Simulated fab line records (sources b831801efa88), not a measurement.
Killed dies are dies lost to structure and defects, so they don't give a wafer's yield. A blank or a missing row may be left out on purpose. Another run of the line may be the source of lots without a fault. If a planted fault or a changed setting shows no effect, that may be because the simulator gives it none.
Comparing a struck lot with a sound one | flow gf180mcu | 22 out of 602 route steps
Sound: wafers L334.1, L334.2, L334.6. The struck wafers were L354.1, L354.5, L354.6. The cause is named last.
Order at every step that has rows: each side's tool, ch and its chambers, its first start. Under that, the readings that differ: sound wafers | struck wafers | difference of the means | sigmas: that difference in standard deviations of wafers without a fault.
alike: readings with means less than 2 such deviations apart, plus words and numbers identical on both sides. not compared: withheld readings, readings lacking a value on some wafer, bounds such as >300 that could conceal the same value, and numbers that have no deviation in the record and whose values overlap.
Wherever a step has rows on one side only, a row that says differs or no value, or a row with sigmas, the two part there. Numbers that have no deviation but don't overlap get no sigmas and don't part them. A reading that every wafer of one side lacks parts them only if that side has two wafers or more.

GF_HV_LDD_CD_MEAS_31 targets a cd of 400 nm.
  sound on cd_sem-01 at day 12 06:01; struck on cd_sem-02 at day 18 17:38
  alike: cd_nm
GF_HV_LDD_OVL_MEAS_32:
  sound on overlay-02 at day 12 06:08; struck on overlay-02 at day 18 17:45
  alike: HV_LDD_02_OVL
then, 4 steps without rows for these wafers: GF_HV_LDD_IMPLANT_33; GF_HV_LDD_IMPLANT_34; GF_HV_LDD_IMPLANT_35; GF_HV_LDD_IMPLANT_36.
GF_HV_LDD_STRIP_37: strips in O2/N2.
  sound on plasma_asher-02 ch 0,1, day 12 06:46; struck on plasma_asher-03 ch 0,1, day 18 18:23
  alike: drypump_motor_current_A, heater_power_w, oes_product_au, strip_time_to_endpoint_s
  not compared: rf_hours_counter_h
GF_HV_LDD_TW_MEAS_38:
  sound on film_metro-01 at day 12 06:52; struck on film_metro-01 at day 18 18:29
  alike: HV_LDD_3_TW
then, 4 steps without rows for these wafers: GF_HV_LDD_DEHYDRATE_39 (time 60 s); GF_HV_LDD_HMDS_40 (prime time 60 s); GF_HV_LDD_COAT_41 (resist thk 1000 nm); GF_HV_LDD_SOFTBAKE_42 (time 60 s).
GF_HV_LDD_EXPOSE_43: exposes mask Pplus HV AREA, target cd 400 nm.
  sound on iline_stepper-01 ch 0, day 12 16:44; struck on iline_stepper-02 ch 0, day 19 06:33
  reading | sound                                           | struck                                          | difference | sigmas
  mask    | Pplus_HV_AREA#0 Pplus_HV_AREA#0 Pplus_HV_AREA#0 | Nplus_HV_AREA#0 Nplus_HV_AREA#0 Nplus_HV_AREA#0 | differs    |
  alike: reticle_temp_C
then, 2 steps without rows for these wafers: GF_HV_LDD_PEB_44; GF_HV_LDD_DEVELOP_45 (develop time 62.29 s).
GF_HV_LDD_CD_MEAS_46 targets a cd of 400 nm.
  sound on cd_sem-01 at day 13 02:19; struck on cd_sem-01 at day 19 18:50
  reading    | sound             | struck | difference                    | sigmas
  cd_nm (nm) | 406.2 406.3 405.5 | - - -  | no value on the struck wafers |
GF_HV_LDD_OVL_MEAS_47:
  sound on overlay-02 at day 13 02:26; struck on overlay-02 at day 19 18:57
  reading            | sound         | struck | difference                    | sigmas
  HV_LDD_03_OVL (nm) | -0.6 0.1 -2.0 | - - -  | no value on the struck wafers |
following that, these wafers have no rows for 1 step: GF_HV_LDD_IMPLANT_48.
GF_HV_LDD_STRIP_49: strips in O2/N2.
  sound on plasma_asher-02 ch 0,1, day 13 02:38; struck on plasma_asher-03 ch 0,1, day 19 19:08
  reading                     | sound       | struck      | difference | sigmas
  drypump_motor_current_A (A) | 6.3 6.6 6.3 | 5.6 5.6 5.6 | -0.8       | -2
  alike: heater_power_w, oes_product_au, strip_time_to_endpoint_s
  not compared: rf_hours_counter_h
GF_HV_LDD_TW_MEAS_50:
  sound on film_metro-01 at day 13 02:44; struck on film_metro-03 at day 19 19:14
  reading     | sound       | struck   | difference | sigmas
  HV_LDD_4_TW | 565 570 568 | 30 30 30 | -538       | -99 or more
then, 1 step without rows for these wafers: GF_HV_LDD_CLEAN_51 (cleans in SC1/SC2, time 150 s).
-- a jump in the record: the struck wafers' starts before and after are 15 days apart (it breaks off in module HV_LDD and resumes in module PASSIVATION, where the first step shown is number 602 of the route) --
GF_PASSIVATION_PROBE_99:
  rows exist in the record for the struck wafers here (prober-01, day 34 23:05), but not for the sound ones

== WHERE THEY PART ==
Earliest at GF_HV_LDD_EXPOSE_43; latest, in this record, at GF_PASSIVATION_PROBE_99.

WHY: what the simulator had put in
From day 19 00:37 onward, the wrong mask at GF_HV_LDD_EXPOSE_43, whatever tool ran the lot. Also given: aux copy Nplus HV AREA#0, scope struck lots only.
